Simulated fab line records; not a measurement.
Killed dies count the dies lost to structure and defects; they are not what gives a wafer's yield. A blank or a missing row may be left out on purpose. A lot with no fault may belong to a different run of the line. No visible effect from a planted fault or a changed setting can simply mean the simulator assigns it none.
Struck lot and sound lot, side by side :: flow sky130 :: 15 steps out of a route of 708
Sound: wafers L891.1, L891.2, L891.3. The struck wafers were L901.1, L901.4, L901.5. The cause comes at the end.
Per side, at each step with rows, come the tool, then ch with its chambers, and then its first start. Under that, the readings that differ: sound wafers :: struck wafers :: difference of the means :: sigmas: that difference in standard deviations of wafers without a fault.
alike: readings with means less than 2 such deviations apart, plus words and numbers identical on both sides. not compared: withheld readings, readings lacking a value on some wafer, bounds such as >300 that could conceal the same value, and numbers that have no deviation in the record and whose values overlap.
The two part at a step that has a row with sigmas, a row that says differs or no value, or rows on one side only. When numbers do not overlap yet have no deviation, they are printed without sigmas and do not part them. A reading that every wafer of one side lacks parts them only if that side has two wafers or more.

first, 7 steps without rows for these wafers: SKY_METAL4_HMDS_06 (prime time 60 s); SKY_METAL4_COAT_07 (resist thk 60 nm); SKY_METAL4_COAT_08 (resist thk 1140 nm); SKY_METAL4_SOFTBAKE_09 (time 90 s); SKY_METAL4_EXPOSE_10 (exposes mask MM4, target cd 300 nm); SKY_METAL4_PEB_11; SKY_METAL4_DEVELOP_12 (develop time 60 s).
SKY_METAL4_CD_MEAS_13: the cd target is 300 nm.
  struck on cd sem-02, day 45 09:14; sound on cd sem-01, day 43 07:32
  alike: cd nm
SKY_METAL4_OVL_MEAS_14:
  struck on overlay-02, day 45 09:21; sound on overlay-01, day 43 07:39
  alike: METAL4_OVL
SKY_METAL4_DESCUM_15: chemistry O2, time 8 s.
  sound on rie metal-03 ch 0,1, day 43 07:41; struck on rie metal-03 ch 0, day 45 09:23
  alike: drypump motor current A, oes product au
  not compared: rf hours counter h
SKY_METAL4_ETCH_16: etches BARC in N2/H2, stops on SiO2, time 88.2 s, target depth 60 nm.
  sound on rie metal-03 ch 0,1, day 43 07:43; struck on rie metal-03 ch 0, day 45 09:25
  alike: chamber pressure mTorr, drypump motor current A, oes product au, throttle valve pct
  not compared: rf hours counter h
SKY_METAL4_ETCH_17: etches SiO2 in C4F8/O2/Ar, stops on TiN, time 3.9 s, target depth 15 nm.
  sound on rie diel-04 ch 0,1,2, day 43 07:49; struck on rie diel-01 ch 1,2, day 45 09:31
  alike: chamber pressure mTorr, oes product au
  not compared: rf hours counter h
SKY_METAL4_METAL_ETCH_18: etches the open film in Cl2/BCl3, stops on SiO2, target depth 845 nm, time 183.1 s.
  sound on rie metal-01 ch 0,1, day 43 07:50; struck on rie metal-02 ch 0, day 45 09:32
reading: chamber pressure mTorr (mTorr)
sound: 10.010 10.002 10.004
struck: 8.010 8.011 7.984
difference: -2.004
sigmas: -99 or more

reading: model.KrF-thick_of_METAL4_COAT_08.thk nm (nm)
sound: 516.2 529 520.9
struck: 539.4 530 536.1
difference: +13.1
sigmas: 
  alike: drypump motor current A, mfc cl2 sccm, oes product au, throttle valve pct
  not compared: rf hours counter h
SKY_METAL4_STRIP_19: strips in O2/N2.
  sound on plasma asher-02 ch 0,1, day 43 08:01; struck on plasma asher-03 ch 0,1, day 45 09:43
  alike: drypump motor current A, oes product au, strip time to endpoint s
  not compared: rf hours counter h
-- the record jumps here: 4 days lie between the struck wafers' starts before and after (it left off in module METAL4 and takes up again in module PAD_OPEN, whose first step shown is number 708 of the route) --
SKY_PAD_OPEN_PROBE_99:
  rows exist in the record for the struck wafers here (prober-01, day 49 02:47), but not for the sound ones

== WHERE THEY PART ==
Last at SKY_PAD_OPEN_PROBE_99 as far as this record goes, first at SKY_METAL4_METAL_ETCH_18.

WHY: what the simulator had put in
Process parameter drift: rie metal-02, from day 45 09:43 on, at SKY_METAL4_METAL_ETCH_18. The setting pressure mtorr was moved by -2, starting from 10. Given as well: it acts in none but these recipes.
